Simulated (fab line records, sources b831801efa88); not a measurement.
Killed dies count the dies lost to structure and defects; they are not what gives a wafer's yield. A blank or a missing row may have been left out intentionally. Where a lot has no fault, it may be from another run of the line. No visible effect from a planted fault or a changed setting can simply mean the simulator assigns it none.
Problem report in the 8D (eight disciplines) form, filled by code	flow gf180mcu	the parts of the form that need people (team, actions taken, sign-off) are left out

== 1. PROBLEM STATEMENT ==
M3_ALCU_RS at GF_M3_RS_MEAS_05 reads a mean of 0.0771 ohm/sq on 2 wafers of 1 lot; wafers without a fault read 0.0699 ohm/sq with a standard deviation of 0.00093. That puts it +7.7 standard deviations away from the usual mean.
The step: measures by four-point-probe.
The first sign was on wafer L775.3 at day 22 16:04, on film-metro-02. The record has a number at this step for 36 wafers belonging to 12 lots. Rule for "out" (also "out of limits"): further than 4 standard deviations from the usual mean. The rest of the wafers with a number are treated as sound.

== 2. WHAT IT IS, AND WHAT IT ISN'T ==
question	is	is not
which readings at this step	M3_ALCU_RS	-
which lots	L775	L769, L770, L773, L783, L784, L785, L786, L787, L789, L791, L792
which wafers of those lots	L775.3, L775.4	L775.6
read on which gauges	film-metro-02	film-metro-01, film-metro-03
when	from day 22 16:04	up to then (10 sound wafers); but 24 sound wafers of L783, L784, L785, L786, L787, L789, L791, L792 came after

== 3. WHAT RULES OUT EACH SUSPECT ==
Counting: any tool at a process step up to the reading remains a suspect provided it ran every lot that is out. Sound lots after the first of them don't rule it out here, since some wafers of a struck lot are sound.
- the gauge at GF_M3_RS_MEAS_05: kept. All the wafers that are out were read on film-metro-02, and no step on other tools shows them out.
- cmp-02 at GF_V2_CMP_26 (polishes, stops on SiO2, t overpolish 15 s, target thk 0 nm): kept. It ran the lot that is out, L775 (day 22 15:37); its last sound lot up to then is L769 (day 20 02:59).
- pvd-sputter-03 at GF_M3_SPUTTER_02 (material AlCu, target thk 450 nm, time 23.9 s): kept. It ran the lot that is out, L775 (day 22 15:56); its last sound lot up to then is L773 (day 21 20:11).
- Within cmp-02 at GF_V2_CMP_26: the wafers that are out ran in chambers 2, 3; their sound lot-mates ran in chamber 0.
Still standing after the count: cmp-02 at GF_V2_CMP_26, pvd-sputter-03 at GF_M3_SPUTTER_02, film-metro-02 at GF_M3_RS_MEAS_05.

== 4. THE CAUSE (what the simulator had put in) ==
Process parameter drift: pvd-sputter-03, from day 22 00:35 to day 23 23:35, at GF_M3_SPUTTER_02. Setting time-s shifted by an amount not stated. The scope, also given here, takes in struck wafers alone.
Counting left 3 suspects, and this tool is among them.

== 5. THE EFFECT CHAIN, in route order ==
Rows list readings where the struck wafers' mean (over those with a number) sits beyond 3 standard deviations from the usual. Only readings for which the record gives a usual standard deviation are gone through. hours: the time from each lot's start at the first step in this table that gives one to its start at this step, as a median over the lots. sigmas: the change in usual standard deviations.
hours	step	reading	usual	on struck wafers	change	sigmas
0	GF_M3_RS_MEAS_05	M3_ALCU_RS	0.0699 ohm/sq	0.0771	+0.0072	+7.7
0	GF_M3_THK_MEAS_06	M3_ALCU_THK	451 nm	412	-40	-6.4

== 6. HOW IT WOULD HAVE BEEN CAUGHT EARLIER ==
Counted from the fault's start at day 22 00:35, it took 15 hours until the first out-of-limits reading at a measuring or inspecting step in this record, taken at day 22 16:04.
No tool reading at GF_M3_SPUTTER_02 that has a usual standard deviation in the record was out on any struck wafer, so an alarm limit of 4 standard deviations on those readings would not have fired.
Each of the lots that are out, 1 in all, had begun GF_M3_SPUTTER_02 on pvd-sputter-03 no later than day 22 16:04. Holding the tool at that point would not have protected any of them.
